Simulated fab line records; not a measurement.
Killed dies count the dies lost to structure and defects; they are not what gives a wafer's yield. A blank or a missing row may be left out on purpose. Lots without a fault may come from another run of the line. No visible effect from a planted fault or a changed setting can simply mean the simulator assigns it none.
What tool caused it? / flow sky130 / 14 lots with 42 wafers sampled at 2 steps, on a route of 708 steps

WHAT THE GAUGES READ, wafer by wafer
SKY_METAL3_OVL_MEAS_14.
lot=L983; measured=day 38 00:29; on=overlay-01; METAL3_OVL (nm)=-3 12 6
lot=L984; measured=day 38 22:55; on=overlay-02; METAL3_OVL (nm)=8 2 -4
lot=L987; measured=day 39 18:05; on=overlay-01; METAL3_OVL (nm)=3 -7 3
lot=L986; measured=day 39 22:26; on=overlay-01; METAL3_OVL (nm)=-1 3 5
lot=L988; measured=day 40 16:32; on=overlay-01; METAL3_OVL (nm)=5 5 11
lot=L989; measured=day 41 07:42; on=overlay-01; METAL3_OVL (nm)=1 7 2
lot=L991; measured=day 41 08:22; on=overlay-01; METAL3_OVL (nm)=7 5 -7
lot=L992; measured=day 41 13:04; on=overlay-01; METAL3_OVL (nm)=2 3 4
lot=L994; measured=day 43 07:41; on=overlay-02; METAL3_OVL (nm)=2 7 1
lot=L102; measured=day 44 03:16; on=overlay-01; METAL3_OVL (nm)=1 3 0
lot=L103; measured=day 44 12:54; on=overlay-01; METAL3_OVL (nm)=7 5 5
lot=L104; measured=day 44 13:17; on=overlay-02; METAL3_OVL (nm)=12 10 13
lot=L105; measured=day 44 17:00; on=overlay-02; METAL3_OVL (nm)=1 2 8
lot=L106; measured=day 45 05:40; on=overlay-02; METAL3_OVL (nm)=12 13 7

TOOL THAT RAN EACH LOT (tool first, then ch and the chambers of the sampled wafers, then the start)
lot=L983; SKY_METAL3_SPUTTER_04=pvd_sputter-01, day 35 19:20
lot=L984; SKY_METAL3_SPUTTER_04=pvd_sputter-03, day 36 18:19
lot=L987; SKY_METAL3_SPUTTER_04=pvd_sputter-01, day 37 15:37
lot=L986; SKY_METAL3_SPUTTER_04=pvd_sputter-03, day 37 20:14
lot=L988; SKY_METAL3_SPUTTER_04=pvd_sputter-01, day 38 15:16
lot=L989; SKY_METAL3_SPUTTER_04=pvd_sputter-02, day 39 06:22
lot=L991; SKY_METAL3_SPUTTER_04=pvd_sputter-01, day 39 06:43
lot=L992; SKY_METAL3_SPUTTER_04=pvd_sputter-03, day 39 11:49
lot=L994; SKY_METAL3_SPUTTER_04=pvd_sputter-03, day 41 07:45
lot=L102; SKY_METAL3_SPUTTER_04=pvd_sputter-02, day 42 04:12
lot=L103; SKY_METAL3_SPUTTER_04=pvd_sputter-02, day 42 13:43
lot=L104; SKY_METAL3_SPUTTER_04=pvd_sputter-02, day 42 14:35
lot=L105; SKY_METAL3_SPUTTER_04=pvd_sputter-03, day 42 19:37
lot=L106; SKY_METAL3_SPUTTER_04=pvd_sputter-01, day 43 08:31
- SKY_METAL3_SPUTTER_04: material TiN, target thk 70 nm, time 58.3 s.

AS READ BY THE TOOLS THEMSELVES (means over the sampled wafers that have a number; for cases with no such wafer, the mark the record gives instead)
SKY_METAL3_SPUTTER_04.
lot=L983; tool=pvd_sputter-01; throttle_valve_pct (%)=29.9
lot=L984; tool=pvd_sputter-03; throttle_valve_pct (%)=29.1
lot=L987; tool=pvd_sputter-01; throttle_valve_pct (%)=31.1
lot=L986; tool=pvd_sputter-03; throttle_valve_pct (%)=29.8
lot=L988; tool=pvd_sputter-01; throttle_valve_pct (%)=29.4
lot=L989; tool=pvd_sputter-02; throttle_valve_pct (%)=29.9
lot=L991; tool=pvd_sputter-01; throttle_valve_pct (%)=29.9
lot=L992; tool=pvd_sputter-03; throttle_valve_pct (%)=29.4
lot=L994; tool=pvd_sputter-03; throttle_valve_pct (%)=30.9
lot=L102; tool=pvd_sputter-02; throttle_valve_pct (%)=31.0
lot=L103; tool=pvd_sputter-02; throttle_valve_pct (%)=29.8
lot=L104; tool=pvd_sputter-02; throttle_valve_pct (%)=30.4
lot=L105; tool=pvd_sputter-03; throttle_valve_pct (%)=29.7
lot=L106; tool=pvd_sputter-01; throttle_valve_pct (%)=29.8

THE ANSWER, worked out from the rows above alone
Rule: the lots themselves supply what counts as usual. The widest of any qualifying gaps counts: lots, ordered by their means at a reading, are off when they make up no more than a third of the lots, leave a main group of 4 or more, and stand apart from it by 3 or more times the standard deviation of that group's means. The tables above print the reading to a certain number of digits; a main group whose means all agree to those digits is not used. A lot without any number at a reading at which 4 lots or more have one is off too. Where the step has rows for the other lots, those lots are counted as sound. First the gauges in route order, then the tools' own readings, where a lot's mean is used as printed above. The first step at which some lot is off is used, and at that step the reading that is off furthest; a lot without a number counts as furthest.
No lot is off on any of the readings shown, so nothing can be concluded from this.

WHAT HAD BEEN PUT IN BY THE SIMULATOR
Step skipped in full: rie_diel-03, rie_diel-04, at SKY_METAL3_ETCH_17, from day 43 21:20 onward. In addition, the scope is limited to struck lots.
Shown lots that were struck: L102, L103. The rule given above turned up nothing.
